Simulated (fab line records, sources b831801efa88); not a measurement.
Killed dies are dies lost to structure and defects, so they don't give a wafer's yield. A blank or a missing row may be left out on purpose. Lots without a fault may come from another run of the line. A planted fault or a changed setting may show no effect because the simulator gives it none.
Which tool did it? | flow gf180mcu | 15 lots, 45 wafers sampled, at 4 steps of a route of 602

WHAT THE GAUGES READ, wafer by wafer
GF_STI_THK_MEAS_30. Usual: STI_OXIDATION_02_THK 10.10 nm, standard deviation 0.15.
lot  | measured    | on            | STI_OXIDATION_02_THK (nm) | flag
L782 | day 3 02:13 | film_metro-02 | 10.19 10.25 10.39         |
L784 | day 3 02:13 | film_metro-01 | 10.54 10.25 10.43         |
L785 | day 3 08:01 | film_metro-02 | 10.10 10.16 9.97          |
L787 | day 3 13:54 | film_metro-01 | 10.26 10.32 10.20         |
L786 | day 3 14:55 | film_metro-01 | 10.21 10.26 10.18         |
L795 | day 5 09:53 | film_metro-04 | 10.08 10.10 10.11         |
L796 | day 5 11:55 | film_metro-01 | 9.99 9.99 10.08           |
L797 | day 5 17:18 | film_metro-02 | 9.90 9.98 9.91            |
L798 | day 5 20:41 | film_metro-02 | 10.02 9.97 10.00          |
L799 | day 6 03:01 | film_metro-02 | 10.04 10.12 10.13         |
L800 | day 6 08:17 | film_metro-02 | 10.33 10.27 10.42         |
L801 | day 6 12:55 | film_metro-02 | 9.90 9.89 10.04           |
L802 | day 6 18:05 | film_metro-02 | 10.02 10.04 10.04         |
L803 | day 6 23:49 | film_metro-01 | 10.01 10.05 9.87          |
L804 | day 7 05:02 | film_metro-02 | 9.77 9.79 10.03           |

GF_HV_LDD_OVL_MEAS_32. Usual: HV_LDD_02_OVL -0.4 nm, standard deviation 1.2.
lot  | measured     | on         | HV_LDD_02_OVL (nm) | flag
L782 | day 12 11:31 | overlay-02 | 0.2 -0.9 -1.9      |
L786 | day 13 08:52 | overlay-02 | -0.7 -0.3 0.0      |
L795 | day 15 22:59 | overlay-01 | 0.2 0.3 -0.5       |
L796 | day 16 04:58 | overlay-01 | -0.7 0.1 0.4       |
L797 | day 16 13:31 | overlay-01 | 1.9 2.4 1.5        |
L798 | day 16 19:26 | overlay-01 | 1.1 1.7 -1.6       |
L799 | day 17 08:43 | overlay-01 | -0.1 -0.3 2.2      |
L800 | day 17 20:31 | overlay-02 | -1.7 -0.6 -1.9     |
L801 | day 18 02:52 | overlay-02 | 0.9 -1.2 -1.8      |
L802 | day 18 14:26 | overlay-02 | -1.0 -0.4 0.4      |
L803 | day 18 15:43 | overlay-02 | -1.7 -1.4 -1.3     |
L804 | day 18 23:32 | overlay-01 | 2.1 -0.3 1.2       |

GF_CONTACT_THK_MEAS_03. Usual: CONTACT_CVD_02_THK 865 nm, standard deviation 12.
lot  | measured     | on            | CONTACT_CVD_02_THK (nm) | flag
L782 | day 16 03:49 | film_metro-01 | 849 862 873             |
L786 | day 17 03:10 | film_metro-03 | 852 862 862             |
L795 | day 20 02:29 | film_metro-03 | 858 865 869             |
L796 | day 20 08:43 | film_metro-04 | 874 848 884             |
L797 | day 20 18:13 | film_metro-04 | 857 857 877             |
L798 | day 21 01:14 | film_metro-04 | 860 859 869             |
L799 | day 21 16:27 | film_metro-01 | 865 871 855             |
L800 | day 22 00:34 | film_metro-01 | 856 878 889             |
L801 | day 22 08:15 | film_metro-03 | 869 887 888             |
L802 | day 22 19:03 | film_metro-04 | 867 878 872             |
L803 | day 22 19:40 | film_metro-03 | 844 856 870             |
L804 | day 23 02:51 | film_metro-04 | 850 870 874             |

WHICH TOOL RAN EACH LOT (tool, then ch and the chambers of the sampled wafers, then the start)
lot  | GF_DUAL_GATE_EXPOSE_08
L782 | iline_stepper-02 ch 0, day 8 22:08
L784 | iline_stepper-02, day 9 03:38
L785 | iline_stepper-01, day 9 06:51
L787 | iline_stepper-01, day 9 14:08
L786 | iline_stepper-01 ch 0, day 9 15:25
L795 | iline_stepper-01 ch 0, day 11 23:15
L796 | iline_stepper-02 ch 0, day 12 02:52
L797 | iline_stepper-02 ch 0, day 12 10:37
L798 | iline_stepper-02 ch 0, day 12 14:16
L799 | iline_stepper-02 ch 0, day 12 22:46
L800 | iline_stepper-01 ch 0, day 13 07:58
L801 | iline_stepper-01 ch 0, day 13 14:01
L802 | iline_stepper-02 ch 0, day 13 23:17
L803 | iline_stepper-01 ch 0, day 14 04:17
L804 | iline_stepper-01 ch 0, day 14 09:41
- GF_DUAL_GATE_EXPOSE_08: exposes mask Dualgate, target cd 700 nm.

WHAT THE TOOLS THEMSELVES READ (means of the sampled wafers that have a number; where no wafer has one, the mark that the record gives instead)
GF_DUAL_GATE_EXPOSE_08. Usual: exposure_dose_mJ_cm2 140.00, standard deviation 0.15; focus_offset_nm 0.1 nm, standard deviation 0.66.
lot  | tool             | exposure_dose_mJ_cm2 | focus_offset_nm (nm) | flag
L782 | iline_stepper-02 | 140.00               | 0.3                  |
L784 | iline_stepper-02 | -                    | -                    | OFF
L785 | iline_stepper-01 | -                    | -                    | OFF
L787 | iline_stepper-01 | -                    | -                    | OFF
L786 | iline_stepper-01 | 140.03               | 0.7                  |
L795 | iline_stepper-01 | 140.09               | -0.0                 |
L796 | iline_stepper-02 | 139.77               | 0.3                  |
L797 | iline_stepper-02 | 139.99               | -0.1                 |
L798 | iline_stepper-02 | 139.98               | -0.4                 |
L799 | iline_stepper-02 | 139.93               | 0.2                  |
L800 | iline_stepper-01 | 139.82               | -0.4                 |
L801 | iline_stepper-01 | 139.79               | 0.4                  |
L802 | iline_stepper-02 | 140.19               | -0.4                 |
L803 | iline_stepper-01 | 139.97               | 0.1                  |
L804 | iline_stepper-01 | 139.90               | -0.8                 |

THE ANSWER, worked out from the rows above alone
Rule: a lot is off if the mean of its wafers that have a number lies more than 3 standard deviations from the usual mean. A lot without any number at a reading at which 4 lots or more have one is off too. The other lots that the step has rows for count as sound. The gauges are gone through in route order, then the tools' own readings, and for those a lot's mean is taken as printed above. The first step at which some lot is off is used, and at that step the reading that is off furthest; a lot without a number counts as furthest.
Off: L784, L785, L787, at GF_DUAL_GATE_EXPOSE_08 (exposure_dose_mJ_cm2). Without a number there: L784, L785, L787.
A tool fits if, at that step or a process step before it, it ran every lot that is off, and no sound lot after the first of them. None of those tried fits.

WHAT THE SIMULATOR HAD PUT IN
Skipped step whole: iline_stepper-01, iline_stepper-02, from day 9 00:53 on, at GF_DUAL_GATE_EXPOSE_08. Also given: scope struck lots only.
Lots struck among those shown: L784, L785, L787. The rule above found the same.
